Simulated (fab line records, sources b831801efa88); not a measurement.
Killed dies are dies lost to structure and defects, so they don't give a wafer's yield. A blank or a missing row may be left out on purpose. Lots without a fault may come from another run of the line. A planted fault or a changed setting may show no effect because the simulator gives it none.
A struck lot beside a sound one | flow sky130 | 42 steps out of a route of 708
Sound: wafers L636.2, L636.5, L636.6. Struck: wafer L647.4. (L647.2, L647.3 of the same lot were not struck and are left out.) The cause comes at the end.
At each step with rows: each side's tool, then ch and its chambers, then its first start. Under that, the readings that differ: sound wafers | struck wafers | difference of the means | sigmas: that difference in standard deviations of wafers without a fault.
alike: readings whose means differ by less than 2 such deviations, and words and numbers that are the same on both sides. not compared: withheld readings, readings that some wafer has no value for, bounds like >300 that may hide the same value, and numbers for which the record gives no deviation and whose values overlap.
The two part at a step that has a row with sigmas, a row that says differs or no value, or rows on one side only. Numbers that don't overlap but have no deviation are shown without sigmas and don't part them. A reading that every wafer of one side lacks parts them only if that side has two wafers or more.

first, 1 step without rows for these wafers: SKY_DNWELL_IMPLANT_07.
SKY_DNWELL_STRIP_08: strips in O2/N2.
  sound on plasma_asher-01 ch 0,1, day 3 13:07; struck on plasma_asher-03 ch 1, day 5 22:05
  alike: chamber_pressure_mTorr, drypump_motor_current_A, o2_flow_sccm, oes_product_au, strip_time_to_endpoint_s
  not compared: rf_hours_counter_h
SKY_DNWELL_TW_MEAS_09:
  sound on film_metro-01, day 3 13:14; struck on film_metro-01, day 5 22:12
  alike: DNWELL_TW
then, 7 steps without rows for these wafers: SKY_PWDE_DEHYDRATE_00 (time 60 s); SKY_PWDE_HMDS_01 (prime time 60 s); SKY_PWDE_COAT_02 (resist thk 3000 nm); SKY_PWDE_SOFTBAKE_03; SKY_PWDE_EXPOSE_04 (exposes mask PWDEM, target cd 840 nm); SKY_PWDE_PEB_05; SKY_PWDE_DEVELOP_06 (develop time 60 s).
SKY_PWDE_OVL_MEAS_07:
  sound on overlay-02, day 4 05:47; struck on overlay-02, day 6 16:20
  alike: PWDE_OVL
then, 1 step without rows for these wafers: SKY_PWDE_IMPLANT_08.
SKY_PWDE_STRIP_09: strips in O2/N2.
  sound on plasma_asher-03 ch 0,1, day 4 05:58; struck on plasma_asher-04 ch 0, day 6 16:31
  alike: chamber_pressure_mTorr, drypump_motor_current_A, o2_flow_sccm, oes_product_au, strip_time_to_endpoint_s
  not compared: rf_hours_counter_h
SKY_PWDE_TW_MEAS_10:
  sound on film_metro-04, day 4 06:05; struck on film_metro-04, day 6 16:38
  alike: PWDE_TW
then, 7 steps without rows for these wafers: SKY_NWELL_DEHYDRATE_03 (time 60 s); SKY_NWELL_HMDS_04 (prime time 60 s); SKY_NWELL_COAT_05 (resist thk 3000 nm); SKY_NWELL_SOFTBAKE_06; SKY_NWELL_EXPOSE_07 (exposes mask NWM, target cd 840 nm); SKY_NWELL_PEB_08; SKY_NWELL_DEVELOP_09 (develop time 60 s).
SKY_NWELL_OVL_MEAS_10:
  sound on overlay-01, day 4 23:28; struck on overlay-02, day 7 10:37
  alike: NWELL_00_OVL
then, 3 steps without rows for these wafers: SKY_NWELL_IMPLANT_11; SKY_NWELL_IMPLANT_12; SKY_NWELL_IMPLANT_13.
SKY_NWELL_STRIP_14: strips in O2/N2.
  sound on plasma_asher-03 ch 0,1, day 4 23:57; struck on plasma_asher-03 ch 1, day 7 11:06
  alike: chamber_pressure_mTorr, drypump_motor_current_A, o2_flow_sccm, oes_product_au, strip_time_to_endpoint_s
  not compared: rf_hours_counter_h
SKY_NWELL_TW_MEAS_15:
  sound on film_metro-03, day 5 00:05; struck on film_metro-03, day 7 11:13
  alike: NWELL_TW
then, 7 steps without rows for these wafers: SKY_NWELL_DEHYDRATE_16 (time 60 s); SKY_NWELL_HMDS_17 (prime time 60 s); SKY_NWELL_COAT_18 (resist thk 3000 nm); SKY_NWELL_SOFTBAKE_19; SKY_NWELL_EXPOSE_20 (exposes mask NWM COMPLEMENT, target cd 840 nm); SKY_NWELL_PEB_21; SKY_NWELL_DEVELOP_22 (develop time 60 s).
SKY_NWELL_OVL_MEAS_23:
  sound on overlay-02, day 5 17:29; struck on overlay-01, day 8 07:05
  alike: NWELL_01_OVL
then, 1 step without rows for these wafers: SKY_NWELL_IMPLANT_24.
SKY_NWELL_STRIP_25: strips in O2/N2.
  sound on plasma_asher-03 ch 0,1, day 5 17:40; struck on plasma_asher-01 ch 1, day 8 07:16
  reading                     | sound       | struck | difference | sigmas
  drypump_motor_current_A (A) | 5.8 5.8 5.3 | 6.6    | +1.0       | +2
  alike: chamber_pressure_mTorr, o2_flow_sccm, oes_product_au, strip_time_to_endpoint_s
  not compared: rf_hours_counter_h
SKY_NWELL_TW_MEAS_26:
  sound on film_metro-04, day 5 17:47; struck on film_metro-04, day 8 07:23
  alike: NWELL_2_TW
then, 1 step without rows for these wafers: SKY_NWELL_CLEAN_27 (cleans in SC1/SC2, time 150 s).
SKY_NWELL_RTA_28: time 30 s.
  sound on rtp_anneal-01 ch 0, day 5 17:54; struck on rtp_anneal-02 ch 0, day 8 07:30
  alike: anneal_temp_c_max, lamp_power_pct, wafer_temp_C_max
SKY_NWELL_RS_MEAS_29: measures by four-point-probe.
  sound on film_metro-04, day 5 18:00; struck on film_metro-01, day 8 07:36
  alike: NWELL_RS
-- the record jumps here: 40 days lie between the struck wafers' starts before and after (it left off in module NWELL and takes up again in module PAD_OPEN, whose first step shown is number 708 of the route) --
SKY_PAD_OPEN_PROBE_99:
  the record has rows for the struck wafers here (prober-02, day 48 15:55) and none for the sound ones

WHERE THEY PART
First at SKY_NWELL_STRIP_25; last, within this record, at SKY_PAD_OPEN_PROBE_99.

WHY: what the simulator had put in
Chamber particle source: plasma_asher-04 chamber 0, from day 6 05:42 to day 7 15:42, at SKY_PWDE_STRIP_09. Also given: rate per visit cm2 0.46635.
